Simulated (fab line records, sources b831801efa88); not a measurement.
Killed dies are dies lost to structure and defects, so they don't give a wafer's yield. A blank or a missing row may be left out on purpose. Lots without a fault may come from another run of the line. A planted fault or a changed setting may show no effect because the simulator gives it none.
A struck lot beside a sound one | flow sfq_line | 14 steps out of a route of 325
Sound: wafers L642.3, L642.5, L642.6. Struck: wafers L647.2, L647.5, L647.6. The cause comes at the end.
At each step with rows: each side's tool, then ch and its chambers, then its first start. Under that, the readings that differ: sound wafers | struck wafers | difference of the means | sigmas: that difference in standard deviations of wafers without a fault.
alike: readings whose means differ by less than 2 such deviations, and words and numbers that are the same on both sides. not compared: withheld readings, readings that some wafer has no value for, bounds like >300 that may hide the same value, and numbers for which the record gives no deviation and whose values overlap.
The two part at a step that has a row with sigmas, a row that says differs or no value, or rows on one side only. Numbers that don't overlap but have no deviation are shown without sigmas and don't part them. A reading that every wafer of one side lacks parts them only if that side has two wafers or more.

first, 6 steps without rows for these wafers: SFQ_TRILAYER_M0_LITHO_COAT_026 (resist thk 62 nm); SFQ_TRILAYER_M0_LITHO_COAT_021 (resist thk 600 nm); SFQ_TRILAYER_M0_LITHO_SOFTBAKE_025; SFQ_TRILAYER_M0_LITHO_EXPOSE_022 (exposes mask M0, target cd 500 nm); SFQ_TRILAYER_M0_LITHO_PEB_024 (peb time 60 s); SFQ_TRILAYER_M0_LITHO_DEVELOP_023 (time 60 s).
SFQ_M0_OVL_MEAS_906:
  sound on overlay-02, day 11 05:31; struck on overlay-02, day 12 15:07
  alike: M0_OVL
SFQ_TRILAYER_M0_BARC_OPEN_METAL_ETCH_031: etches BARC in O2, target depth 125 nm, time 41.7 s.
  sound on rie_metal-01 ch 0,1, day 11 05:34; struck on rie_metal-02 ch 0,1, day 12 15:08
  alike: drypump_motor_current_A, oes_product_au
  not compared: rf_hours_counter_h
SFQ_TRILAYER_M0_ETCH_METAL_ETCH_024: etches Nb in Cl2/Ar, stops on SiO2, target depth 240 nm, time 120 s.
  sound on rie_metal-01 ch 0,1, day 11 05:39; struck on rie_metal-02 ch 0,1, day 12 15:12
  alike: drypump_motor_current_A, oes_product_au
  not compared: rf_hours_counter_h
SFQ_TRILAYER_M0_STRIP_STRIP_025: strips in O2.
  sound on rie_metal-01 ch 0,1, day 11 05:56; struck on rie_metal-02 ch 0,1, day 12 15:20
  alike: drypump_motor_current_A, oes_product_au
  not compared: rf_hours_counter_h
then, 1 step without rows for these wafers: SFQ_TRILAYER_M0_STRIP_SOLV_CLEAN_026 (cleans in NMP, time 600 s).
SFQ_TRILAYER_I0_DEP_PECVD_027: deposits SiO2 from SiH4/N2O, time 111.11 s, target thk 500 nm.
  sound on pecvd-03 ch 1,2, day 11 06:30; struck on pecvd-01 ch 0,1, day 12 16:07
  alike: heater_power_w, throttle_valve_pct
SFQ_TRILAYER_I0_CMP_CMP_028: polishes SiO2.
  sound on cmp-02 ch 0,1,2, day 11 14:08; struck on cmp-01 ch 1,2, day 13 03:14
  reading          | sound             | struck            | difference | sigmas
  platen_rpm (rpm) | 60.04 59.97 59.99 | 65.98 66.00 66.05 | +6.01      | +99 or more
  alike: motor_current_A, time_to_endpoint_s
SFQ_I0_BOW_MEAS_907:
  sound on film_metro-01, day 11 15:41; struck on film_metro-03, day 13 05:46
  alike: I0_BOW

WHERE THEY PART
Only at SFQ_TRILAYER_I0_CMP_CMP_028, within this record. Later steps at which nothing parts them and some readings are alike: SFQ_I0_BOW_MEAS_907.

WHY: what the simulator had put in
Process parameter drift: cmp-01, from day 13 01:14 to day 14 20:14, at SFQ_TRILAYER_I0_CMP_CMP_028. Setting platen_rpm, moved by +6, from 60. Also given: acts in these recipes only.
